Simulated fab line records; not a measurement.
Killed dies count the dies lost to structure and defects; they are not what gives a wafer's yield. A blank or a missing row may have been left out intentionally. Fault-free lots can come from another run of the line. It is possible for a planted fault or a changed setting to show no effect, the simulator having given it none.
Which tool was responsible? | flow gf180mcu | 33 wafers from 11 lots sampled at 3 of the route's 602 steps

== WHAT THE GAUGES READ, wafer by wafer ==
GF_V3_RS_MEAS_24: uses a four-point probe to measure.
lot  | measured     | on            | V3_W_RS (ohm/sq)
L362 | day 22 02:27 | film metro-02 | 0.332 0.326 0.334
L364 | day 23 00:41 | film metro-02 | 0.329 0.329 0.329
L369 | day 25 05:26 | film metro-03 | 0.331 0.305 0.331
L368 | day 25 20:55 | film metro-01 | 0.329 0.331 0.306
L377 | day 27 19:08 | film metro-03 | 0.330 0.334 0.332
L378 | day 28 01:16 | film metro-02 | 0.334 0.333 0.333
L380 | day 28 13:47 | film metro-03 | 0.340 0.332 0.338
L381 | day 28 17:19 | film metro-01 | 0.330 0.333 0.328
L383 | day 29 08:34 | film metro-02 | 0.334 0.334 0.336
L384 | day 29 12:14 | film metro-02 | 0.330 0.324 0.328
L385 | day 30 03:31 | film metro-01 | 0.324 0.326 0.325

== WHICH TOOL RAN EACH LOT (tool, then ch and the chambers of the sampled wafers, then the start) ==
lot  | GF_M3_METAL_ETCH_16               | GF_V3_CVD_23
L362 | rie metal-04 ch 0,1, day 21 00:06 | cvd w-02 ch 0,1, day 22 02:20
L364 | rie metal-01 ch 0,1, day 21 23:04 | cvd w-01 ch 0,1, day 23 00:35
L369 | rie metal-01 ch 0,1, day 24 05:43 | cvd w-01 ch 0,1, day 25 05:20
L368 | rie metal-01 ch 0,1, day 24 21:52 | cvd w-01 ch 0,1, day 25 20:47
L377 | rie metal-04 ch 0,1, day 26 20:55 | cvd w-02 ch 0,1, day 27 19:01
L378 | rie metal-01 ch 1, day 27 02:22   | cvd w-02 ch 0,1, day 28 01:08
L380 | rie metal-01 ch 0,1, day 27 16:03 | cvd w-01 ch 0,1, day 28 13:41
L381 | rie metal-01 ch 0,1, day 27 19:43 | cvd w-01 ch 0,1, day 28 17:12
L383 | rie metal-01 ch 0,1, day 28 10:39 | cvd w-01 ch 0,1, day 29 08:26
L384 | rie metal-01 ch 1, day 28 14:17   | cvd w-02 ch 1, day 29 12:08
L385 | rie metal-03 ch 0,1, day 29 06:03 | cvd w-02 ch 0,1, day 30 03:24
- GF_M3_METAL_ETCH_16: etches the open film in Cl2/BCl3, stops on SiO2, target depth 750.8 nm, time 125.1 s.
- GF_V3_CVD_23: deposits W, target thk 350 nm, time 104.9 s.

== THE ANSWER, worked out from the rows above alone ==
Rule: the usual values come from the lots themselves. The widest of any qualifying gaps counts: lots, ordered by their means at a reading, are off when they make up no more than a third of the lots, leave a main group of 4 or more, and stand apart from it by 3 or more times the standard deviation of that group's means. The tables above print the reading to a certain number of digits; a main group whose means all agree to those digits is not used. A lot without any number at a reading at which 4 lots or more have one is off too. All remaining lots with rows at the step are treated as sound.
No lot is off on any of the readings shown, so nothing can be concluded from this.

== WHAT HAD BEEN PUT IN BY THE SIMULATOR ==
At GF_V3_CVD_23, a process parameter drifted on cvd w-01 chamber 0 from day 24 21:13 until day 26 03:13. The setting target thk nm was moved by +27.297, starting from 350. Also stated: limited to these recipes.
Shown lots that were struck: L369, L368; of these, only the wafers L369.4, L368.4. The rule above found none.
